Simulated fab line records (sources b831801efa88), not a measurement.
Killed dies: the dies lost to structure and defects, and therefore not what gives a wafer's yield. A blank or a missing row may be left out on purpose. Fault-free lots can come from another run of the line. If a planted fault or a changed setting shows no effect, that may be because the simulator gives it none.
Which tool is to blame?    flow sky130    33 wafers from 11 lots sampled at 6 of the route's 708 steps

WHAT EACH GAUGE READ, for each wafer
SKY_POLY_GATE_THK_MEAS_01. Usual: POLY_GATE_CVD_00_THK typically reads 179.1 nm, with standard deviation 1.6.
lot   measured      on             POLY_GATE_CVD_00_THK (nm)  flag
L630  day 13 23:26  film metro-03  177.9 177.1 178.2          
L632  day 14 18:59  film metro-01  178.2 180.7 180.6          
L634  day 15 15:38  film metro-03  179.4 179.8 180.4          
L635  day 15 20:37  film metro-03  179.4 178.7 179.1          
L636  day 16 11:40  film metro-01  178.7 178.4 178.4          
L637  day 16 17:52  film metro-03  176.1 178.8 177.5          
L640  day 18 02:19  film metro-02  143.7 142.1 143.8          OFF
L641  day 18 13:17  film metro-01  144.2 144.6 144.1          OFF
L650  day 21 03:59  film metro-02  182.2 179.8 180.0          
L652  day 22 02:51  film metro-03  180.7 181.6 180.9          
L653  day 22 04:04  film metro-02  179.8 179.8 179.9          

SKY_LDD_HVN_OVL_MEAS_07. Usual: LDD_HVN_OVL typically reads 0.8 nm, with standard deviation 1.5.
lot   measured      on          LDD_HVN_OVL (nm)  flag
L630  day 20 09:44  overlay-01  -0.2 1.3 0.1      
L632  day 21 04:59  overlay-02  4.3 1.8 3.7       
L634  day 22 01:09  overlay-02  -0.6 -3.2 -2.3    
L635  day 22 08:26  overlay-01  -1.1 1.0 -1.3     
L636  day 23 01:17  overlay-02  1.4 1.6 0.9       
L637  day 23 07:05  overlay-01  -0.4 -0.1 0.5     
L640  day 24 14:47  overlay-02  0.9 -0.2 -0.4     
L641  day 25 01:12  overlay-02  -0.8 0.3 0.6      
L650  day 27 13:32  overlay-01  -0.3 -0.1 -1.2    
L652  day 28 12:05  overlay-02  2.2 0.9 0.4       
L653  day 28 14:44  overlay-01  2.1 0.6 0.8       

SKY_SD_N_RS_MEAS_17: uses a four-point probe to measure. Usual: SD_P_RS typically reads 147.1 ohm/sq, with standard deviation 0.35.
lot   measured      on             SD_P_RS (ohm/sq)   flag
L630  day 28 00:07  film metro-01  147.0 146.9 146.8  
L632  day 28 16:38  film metro-03  147.7 147.7 147.5  
L634  day 29 12:52  film metro-03  147.5 147.2 147.4  
L635  day 29 17:24  film metro-01  147.1 147.1 147.2  
L636  day 30 10:59  film metro-01  147.3 147.5 147.2  
L637  day 30 16:27  film metro-03  146.9 147.0 146.8  
L640  day 31 19:53  film metro-01  147.0 147.5 147.4  
L641  day 32 08:37  film metro-02  147.2 146.9 147.0  
L650  day 34 14:34  film metro-03  147.0 147.1 147.0  
L652  day 35 11:47  film metro-02  146.6 146.2 147.3  
L653  day 35 13:42  film metro-03  146.8 147.2 147.2  

SKY_CONTACT_OVL_MEAS_15. Usual: CONTACT_OVL typically reads 0 nm, with standard deviation 5.3.
lot   measured      on          CONTACT_OVL (nm)  flag
L630  day 31 17:33  overlay-01  0 -2 -4           
L632  day 32 06:34  overlay-02  -1 4 6            
L634  day 33 03:00  overlay-02  1 2 3             
L635  day 33 07:41  overlay-02  -3 -1 -6          
L636  day 33 23:59  overlay-01  -3 0 3            
L637  day 34 05:13  overlay-01  2 -4 -3           
L640  day 35 07:13  overlay-02  -13 -14 -5        
L641  day 35 20:58  overlay-02  -5 1 5            
L650  day 38 00:28  overlay-02  3 -3 5            
L652  day 38 20:52  overlay-01  1 -6 -6           
L653  day 38 22:03  overlay-02  -1 -2 0           

EACH LOT AND THE TOOL THAT RAN IT (in order: tool; ch and the chambers of the sampled wafers; start)
lot   SKY_POLY_GATE_CVD_00         SKY_POLY_GATE_ETCH_17
L630  lpcvd-01 ch 1, day 13 22:13  rie si-02 ch 0,2,3, day 16 08:19
L632  lpcvd-01 ch 1, day 14 17:47  rie si-02 ch 1,2, day 17 05:56
L634  lpcvd-01 ch 1, day 15 14:25  rie si-01 ch 0,3, day 18 02:56
L635  lpcvd-01 ch 0, day 15 19:25  rie si-02 ch 0,2, day 18 10:16
L636  lpcvd-01 ch 1, day 16 09:52  rie si-02 ch 0,3, day 18 23:55
L637  lpcvd-01 ch 0, day 16 16:40  rie si-02 ch 0,3, day 19 06:19
L640  lpcvd-01 ch 0, day 18 01:07  rie si-01 ch 0,2,3, day 20 17:37
L641  lpcvd-01 ch 0, day 18 12:04  rie si-02 ch 1,2,3, day 21 04:23
L650  lpcvd-01 ch 1, day 21 02:46  rie si-01 ch 2,3, day 23 17:55
L652  lpcvd-01 ch 1, day 22 01:39  rie si-01 ch 0,1,2, day 24 16:56
L653  lpcvd-01 ch 0, day 22 02:51  rie si-02 ch 0,3, day 24 18:40
- SKY_POLY_GATE_CVD_00: deposits poly-Si, target thk 180 nm, time 720 s.
- SKY_POLY_GATE_ETCH_17: etches poly-Si in HBr/Cl2, stops on SiO2, target depth 180 nm, time 70.5 s.

AS READ BY THE TOOLS THEMSELVES (means over the sampled wafers that have a number; for cases with no such wafer, the mark the record gives instead)
SKY_POLY_GATE_CVD_00. Usual: spike tc bottom C 638 C, standard deviation 3.5; spike tc centre C 621.3 C, standard deviation 1.2; spike tc lower C 620.1 C, standard deviation 1.4; spike tc upper C 618.6 C, standard deviation 1.1; susceptor temp C 619.96 C, standard deviation 0.29; zone power upper pct 9.80 %, standard deviation 0.13.
lot   tool      spike tc bottom C (C)  spike tc centre C (C)  spike tc lower C (C)  spike tc upper C (C)  susceptor temp C (C)  zone power upper pct (%)  flag
L630  lpcvd-01  642                    621.2                  618.7                 618.5                 619.96                9.86                      
L632  lpcvd-01  642                    620.9                  618.2                 618.8                 620.31                9.95                      
L634  lpcvd-01  642                    621.1                  618.2                 619.6                 619.85                9.98                      
L635  lpcvd-01  635                    621.4                  620.9                 618.7                 620.04                9.74                      
L636  lpcvd-01  642                    621.3                  620.8                 618.5                 620.06                9.85                      
L637  lpcvd-01  635                    621.2                  621.7                 618.2                 620.09                9.69                      
L640  lpcvd-01  626                    612.3                  612.5                 608.8                 610.91                9.46                      OFF
L641  lpcvd-01  626                    612.9                  611.8                 608.3                 610.84                9.36                      OFF
L650  lpcvd-01  642                    621.3                  619.4                 618.9                 620.02                9.82                      
L652  lpcvd-01  642                    621.1                  619.4                 618.5                 619.81                9.94                      
L653  lpcvd-01  634                    621.7                  621.0                 619.8                 619.64                9.74                      

SKY_POLY_GATE_ETCH_17. Usual: chamber pressure mTorr 10.001 mTorr, standard deviation 0.012; drypump motor current A 5.6 A, standard deviation 0.36; oes product au 0.976 a.u., standard deviation 0.0074; rf fwd power W 396.7 W, standard deviation 1.6; throttle valve pct 33.684 %, standard deviation 0.0077.
lot   tool       chamber pressure mTorr (mTorr)  drypump motor current A (A)  oes product au (a.u.)  rf fwd power W (W)  throttle valve pct (%)  flag
L630  rie si-02  9.998                           5.9                          0.972                  396.4               33.682                  
L632  rie si-02  10.004                          6.1                          0.977                  396.3               33.680                  
L634  rie si-01  9.994                           5.4                          0.980                  397.6               33.691                  
L635  rie si-02  10.011                          5.7                          0.974                  397.0               33.686                  
L636  rie si-02  10.000                          5.7                          0.974                  397.3               33.683                  
L637  rie si-02  10.004                          5.6                          0.967                  397.1               33.679                  
L640  rie si-01  10.033                          5.4                          0.838                  396.1               33.685                  OFF
L641  rie si-02  9.998                           6.0                          0.841                  396.9               33.683                  OFF
L650  rie si-01  9.997                           5.4                          0.981                  397.4               33.693                  
L652  rie si-01  10.008                          5.4                          0.982                  396.3               33.696                  
L653  rie si-02  10.000                          5.6                          0.976                  397.6               33.692                  

THE ANSWER, worked out from the rows above alone
Rule: a lot is off if the mean of its wafers that have a number lies more than 3 standard deviations from the usual mean. A lot without any number at a reading at which 4 lots or more have one is off too. Any other lot the step has rows for is counted as sound. First the gauges in route order, then the tools' own readings, where a lot's mean is used as printed above. The first step at which some lot is off is used, and at that step the reading that is off furthest; a lot without a number counts as furthest.
Off: L640, L641, at SKY_POLY_GATE_THK_MEAS_01 (POLY_GATE_CVD_00_THK).
A tool fits if, at a process step before that reading, it ran every lot that is off, and no sound lot after the first of them. The gauges at SKY_POLY_GATE_THK_MEAS_01 aren't tried: what is off there is off at SKY_POLY_GATE_CVD_00 too, on other tools, and a gauge's error can't cause that. None of those tried fits.

WHAT THE SIMULATOR HAD INSERTED
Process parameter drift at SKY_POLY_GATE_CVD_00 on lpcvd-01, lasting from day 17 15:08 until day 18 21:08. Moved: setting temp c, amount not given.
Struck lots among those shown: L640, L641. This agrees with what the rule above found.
